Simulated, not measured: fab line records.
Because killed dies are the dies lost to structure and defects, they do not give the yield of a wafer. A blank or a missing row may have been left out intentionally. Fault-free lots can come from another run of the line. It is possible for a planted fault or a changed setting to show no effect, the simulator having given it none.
Chamber matching | flow gf180mcu | 4 sister chambers for GF_SAB_ETCH_11 on rie diel-01
The step etches SiO2 in C4F8/O2/Ar, target depth 55 nm, time 8.5 s. 4 wafers are shown with their chamber, then 8 later ones without.

WAFERS WITH THEIR CHAMBER
wafer  | chamber | oes product au (a.u.)
L088.2 | 3       | 1.001
L088.3 | 0       | 0.979
L088.5 | 2       | 1.008
L089.3 | 1       | 1.012

WAFERS MISSING THEIR CHAMBER
wafer  | oes product au (a.u.)
L089.4 | 0.998
L089.6 | 0.993
L092.2 | 1.014
L092.3 | 1.009
L092.5 | 1.003
L097.3 | 1.001
L097.5 | 0.997
L097.6 | 0.986

EACH ONE'S CHAMBER
wafer  | from the rows above          | in truth
L089.4 | can't be placed: 3 or 2      | 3
L089.6 | can't be placed: 3 or 0 or 2 | 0
L092.2 | can't be placed: 1 or 2      | 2
L092.3 | can't be placed: 2 or 1 or 3 | 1
L092.5 | can't be placed: 3 or 2 or 1 | 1
L097.3 | can't be placed: 3 or 2      | 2
L097.5 | can't be placed: 3 or 2      | 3
L097.6 | can't be placed: 0 or 3      | 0
Correct placement for 0 of the 8. Can't be placed from these rows: 8 (the true chamber is among the candidates in 8). Wrongly placed: 0.
How it was worked out, from the rows above alone: a wafer's distance from a chamber is the root of the sum, over the readings, of the square of ((its reading less the chamber's mean) divided by the reading's scatter). If the next closest chamber is less than 2 further off than the closest, the wafer can't be placed; otherwise it belongs to the closest. A chamber's mean is the mean of its shown wafers. The scatter: root of mean squared gap, hidden wafer to nearest shown wafer, with one shown wafer a chamber.
